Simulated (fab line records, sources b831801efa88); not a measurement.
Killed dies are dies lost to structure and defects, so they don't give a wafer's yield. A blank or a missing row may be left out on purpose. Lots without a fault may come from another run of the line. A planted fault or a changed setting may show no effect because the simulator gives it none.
Problem report in the 8D (eight disciplines) form, filled by code | flow gf180mcu | the parts of the form that need people (team, actions taken, sign-off) are left out

1. THE PROBLEM
run_length_s at GF_VT_IMPLANT_RTA_45 reads a mean of 63.29 s on 3 wafers of 2 lots; wafers without a fault read 58.91 s with a standard deviation of 0.25. That is +18 standard deviations from the usual mean.
The step: time 30 s.
First seen on wafer L548.3, day 9 14:32, on rtp_anneal-02. The record holds 38 wafers of 13 lots with a number at this step. Rule for "out", or "out of limits": more than 4 standard deviations from the usual mean. The other wafers with a number count as sound.

2. WHAT IT IS AND WHAT IT IS NOT
question                    | is                     | is not
which readings at this step | run_length_s           | lamp_power_pct, wafer_temp_C_max
which lots                  | L548, L550             | L544, L545, L546, L547, L557, L559, L560, L561, L563, L564, L565
which wafers of those lots  | L548.3, L550.3, L550.4 | L548.2, L548.5
read on which tools         | rtp_anneal-02          | rtp_anneal-01
when                        | from day 9 14:32       | up to then (14 sound wafers); but 21 sound wafers of L557, L559, L560, L561, L563, L564, L565 came after

3. SUSPECTS, AND WHAT RULES EACH OUT
Counting: a tool at a process step up to the reading stays a suspect if it ran every lot that is out. Sound lots after the first of them don't rule it out here, since some wafers of a struck lot are sound.
- plasma_asher-03 at GF_NWELL_STRIP_10 (strips in O2/N2): kept. It ran every lot that is out, first L548 (day 5 01:28); its last sound lot up to then is L546 (day 4 04:07).
- rtp_anneal-02 at GF_VT_IMPLANT_RTA_45 (time 30 s): kept. It ran every lot that is out, first L548 (day 9 14:32); its last sound lot up to then is L546 (day 8 10:27). Its own readings are out on those wafers: run_length_s.
Left after counting: plasma_asher-03 at GF_NWELL_STRIP_10, rtp_anneal-02 at GF_VT_IMPLANT_RTA_45.

4. THE CAUSE (what the simulator had put in)
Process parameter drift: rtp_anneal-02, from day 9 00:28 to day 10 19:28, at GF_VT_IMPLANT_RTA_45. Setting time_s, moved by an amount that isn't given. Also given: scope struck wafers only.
Counting left 2 suspects, and this tool is among them.

5. THE CHAIN OF EFFECTS, in route order
Each row: a reading whose mean over the struck wafers that have a number lies more than 3 standard deviations from the usual. Only readings for which the record gives a usual standard deviation are gone through. hours: the time from each lot's start at the first step in this table that gives one to its start at this step, as a median over the lots. sigmas: the change in usual standard deviations.
hours | step                 | reading      | usual   | on struck wafers | change | sigmas
0     | GF_VT_IMPLANT_RTA_45 | run_length_s | 58.91 s | 63.29            | +4.38  | +18
The process steps in it:
- GF_VT_IMPLANT_RTA_45: time 30 s.

6. WHAT WOULD HAVE CAUGHT IT SOONER
In this record the first reading out of limits was taken at day 9 14:32, 14 hours after the fault began at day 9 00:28.
